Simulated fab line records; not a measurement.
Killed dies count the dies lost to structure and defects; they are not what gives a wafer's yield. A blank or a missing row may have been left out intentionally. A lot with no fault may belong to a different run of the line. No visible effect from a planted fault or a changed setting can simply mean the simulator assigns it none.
Which tool was responsible? | flow sky130 | 11 lots with 33 wafers sampled at 6 steps, on a route of 708 steps

## WHAT EACH GAUGE READ, for each wafer
SKY_LDD_HVP_OVL_MEAS_07. Usual: LDD_HVP_OVL gives -0.5 nm (standard deviation 1.2).
lot  | measured     | on         | LDD_HVP_OVL (nm) | flag
L647 | day 22 19:47 | overlay-01 | -2.2 1.0 -0.9    |
L651 | day 24 16:26 | overlay-02 | -0.6 0.5 -0.5    |
L650 | day 24 21:40 | overlay-02 | -0.6 -2.2 -1.0   |
L652 | day 25 00:32 | overlay-02 | 0.3 -0.1 -1.1    |
L653 | day 25 11:50 | overlay-02 | -1.4 -1.4 0.0    |
L654 | day 25 21:04 | overlay-01 | -0.9 -0.5 -0.1   |
L655 | day 26 04:38 | overlay-01 | 0.4 -2.0 -0.6    |
L662 | day 28 18:02 | overlay-02 | 0.7 0.7 1.0      |
L663 | day 28 22:43 | overlay-01 | -2.0 1.1 -0.1    |
L664 | day 29 07:04 | overlay-02 | -0.5 -2.1 -0.9   |
L666 | day 29 11:20 | overlay-02 | 0.9 0.4 1.8      |

SKY_RES_XHIGH_TW_MEAS_09. Usual: RES_XHIGH_TW gives 1648 (standard deviation 11).
lot  | measured     | on            | RES_XHIGH_TW   | flag
L647 | day 27 19:44 | film metro-04 | 1657 1657 1657 |
L651 | day 29 14:41 | film metro-04 | 1655 1656 1646 |
L650 | day 29 19:34 | film metro-01 | 1648 1656 1655 |
L652 | day 29 23:09 | film metro-02 | 1630 1626 1632 |
L653 | day 30 09:10 | film metro-04 | 1654 1648 1661 |
L654 | day 30 17:29 | film metro-01 | 1641 1639 1640 |
L655 | day 31 01:44 | film metro-02 | 1640 1639 1634 |
L662 | day 33 10:08 | film metro-04 | 1656 1675 1657 |
L663 | day 33 16:44 | film metro-02 | 1638 1640 1633 |
L664 | day 33 23:38 | film metro-04 | 1656 1659 1660 |
L666 | day 34 03:14 | film metro-04 | 1656 1655 1654 |

SKY_SD_N_RS_MEAS_16: measures by four-point-probe. Usual: SD_N_RS gives 68.53 ohm/sq (standard deviation 0.12).
lot  | measured     | on            | SD_N_RS (ohm/sq)                    | flag
L647 | day 29 01:01 | film metro-01 | 68.34 68.39 68.48                   |
L651 | day 30 18:10 | film metro-02 | 68.51 68.47 68.71                   |
L650 | day 30 23:51 | film metro-02 | 68.63 68.38 68.79                   |
L652 | day 31 03:25 | film metro-01 | 68.56 68.62 68.54                   |
L653 | day 31 13:40 | film metro-01 | 65.28 65.12 65.21 65.28 65.34 65.27 | OFF
L654 | day 31 21:25 | film metro-04 | 68.75 68.68 68.70                   |
L655 | day 32 05:35 | film metro-04 | 65.04 64.97 65.18 64.94 65.16 65.05 | OFF
L662 | day 34 13:26 | film metro-01 | 68.49 68.55 68.48                   |
L663 | day 34 19:34 | film metro-01 | 68.37 68.40 68.45                   |
L664 | day 35 02:34 | film metro-02 | 68.55 68.67 68.52                   |
L666 | day 35 06:30 | film metro-01 | 68.42 68.45 68.53                   |

SKY_SD_N_RS_MEAS_17: measures by four-point-probe. Usual: SD_P_RS gives 147.1 ohm/sq (standard deviation 0.44).
lot  | measured     | on            | SD_P_RS (ohm/sq)                    | flag
L647 | day 29 01:08 | film metro-01 | 146.6 146.6 146.8                   |
L651 | day 30 18:17 | film metro-02 | 146.7 147.0 146.8                   |
L650 | day 30 23:58 | film metro-02 | 147.4 147.1 147.1                   |
L652 | day 31 03:32 | film metro-01 | 146.9 147.5 147.3                   |
L653 | day 31 18:17 | film metro-01 | 130.8 131.4 131.5 131.2 131.5 131.5 | OFF
L654 | day 31 21:32 | film metro-04 | 148.2 147.8 147.7                   |
L655 | day 32 08:42 | film metro-04 | 130.1 130.7 130.8 130.3 130.9 130.7 | OFF
L662 | day 34 13:34 | film metro-01 | 147.3 147.4 146.8                   |
L663 | day 34 19:41 | film metro-01 | 146.6 146.6 146.3                   |
L664 | day 35 02:41 | film metro-02 | 146.6 147.2 147.2                   |
L666 | day 35 06:37 | film metro-01 | 146.9 147.0 146.7                   |

## WHICH TOOL RAN EACH LOT (tool, then ch and the chambers of the sampled wafers, then the start)
lot  | SKY_POLY_CUT_STRIP_12                | SKY_SD_N_RTA_14
L647 | plasma asher-03 ch 0,1, day 25 10:15 | rtp anneal-02 ch 0, day 29 00:49
L651 | plasma asher-02 ch 0,1, day 27 05:37 | rtp anneal-02 ch 0, day 30 17:59
L650 | plasma asher-04 ch 0,1, day 27 10:17 | rtp anneal-02 ch 0, day 30 23:40
L652 | plasma asher-03 ch 1, day 27 13:32   | rtp anneal-01 ch 0, day 31 03:11
L653 | plasma asher-02 ch 1, day 28 00:13   | rtp anneal-02 ch 0, day 31 13:29
L654 | plasma asher-03 ch 0,1, day 28 09:59 | rtp anneal-01 ch 0, day 31 21:14
L655 | plasma asher-03 ch 0,1, day 28 17:19 | rtp anneal-02 ch 0, day 32 05:24
L662 | plasma asher-04 ch 0,1, day 31 04:19 | rtp anneal-01 ch 0, day 34 13:15
L663 | plasma asher-04 ch 0,1, day 31 09:50 | rtp anneal-01 ch 0, day 34 19:23
L664 | plasma asher-04 ch 0,1, day 31 17:28 | rtp anneal-02 ch 0, day 35 02:24
L666 | plasma asher-04 ch 0, day 31 21:07   | rtp anneal-02 ch 0, day 35 06:20
- SKY_POLY_CUT_STRIP_12: strips in O2/N2.
- SKY_SD_N_RTA_14: time 2 s.

## AS READ BY THE TOOLS THEMSELVES (means over the sampled wafers that have a number; for cases with no such wafer, the mark the record gives instead)
SKY_POLY_CUT_STRIP_12. Usual: drypump motor current A 5.7 A, standard deviation 0.35; oes product au 0.452 a.u., standard deviation 0.0046; strip time to endpoint s 5.359 s, standard deviation 0.015.
lot  | tool            | drypump motor current A (A) | oes product au (a.u.) | strip time to endpoint s (s) | flag
L647 | plasma asher-03 | 5.6                         | 0.451                 | 5.379                        |
L651 | plasma asher-02 | 5.4                         | 0.451                 | 5.374                        |
L650 | plasma asher-04 | 6.1                         | 0.453                 | 5.360                        |
L652 | plasma asher-03 | 5.5                         | 0.453                 | 5.351                        |
L653 | plasma asher-02 | 5.1                         | 0.450                 | 5.367                        |
L654 | plasma asher-03 | 5.6                         | 0.448                 | 5.356                        |
L655 | plasma asher-03 | 5.6                         | 0.451                 | 5.363                        |
L662 | plasma asher-04 | 6.1                         | 0.457                 | 5.347                        |
L663 | plasma asher-04 | 5.9                         | 0.454                 | 5.353                        |
L664 | plasma asher-04 | 6.1                         | 0.454                 | 5.375                        |
L666 | plasma asher-04 | 5.8                         | 0.451                 | 5.359                        |

SKY_SD_N_RTA_14. Usual: lamp power pct 15.73 %, standard deviation 0.057; wafer_temp_C_max 1078.2, standard deviation 1.3.
lot  | tool          | lamp power pct (%) | wafer_temp_C_max | flag
L647 | rtp anneal-02 | 15.78              | 1077.4           |
L651 | rtp anneal-02 | 15.76              | 1079.0           |
L650 | rtp anneal-02 | 15.67              | 1076.7           |
L652 | rtp anneal-01 | 15.79              | 1078.6           |
L653 | rtp anneal-02 | 16.18              | 1097.2           | OFF
L654 | rtp anneal-01 | 15.73              | 1077.1           |
L655 | rtp anneal-02 | 16.16              | 1095.5           | OFF
L662 | rtp anneal-01 | 15.77              | 1078.8           |
L663 | rtp anneal-01 | 15.73              | 1079.5           |
L664 | rtp anneal-02 | 15.75              | 1077.9           |
L666 | rtp anneal-02 | 15.69              | 1077.6           |

## THE ANSWER, worked out from the rows above alone
Rule: lot off if the mean of its wafers having a number is beyond 3 standard deviations from the usual mean. A lot without any number at a reading at which 4 lots or more have one is off too. The other lots that the step has rows for count as sound. After the gauges, taken in route order, come the tools' own readings; for these a lot's mean is taken, as printed above. The first step at which some lot is off is used, and at that step the reading that is off furthest; a lot without a number counts as furthest.
Off: at SKY_SD_N_RS_MEAS_16 (SD_N_RS), L653, L655.
If a tool, at a process step before that reading, ran all the lots that are off and no sound lot after the first of them, it fits. The gauges at SKY_SD_N_RS_MEAS_16 aren't tried: what is off there is off at SKY_SD_N_RTA_14 too, on other tools, and a gauge's error can't cause that. Not one of the candidates tried fits.

## WHAT HAD BEEN PUT IN BY THE SIMULATOR
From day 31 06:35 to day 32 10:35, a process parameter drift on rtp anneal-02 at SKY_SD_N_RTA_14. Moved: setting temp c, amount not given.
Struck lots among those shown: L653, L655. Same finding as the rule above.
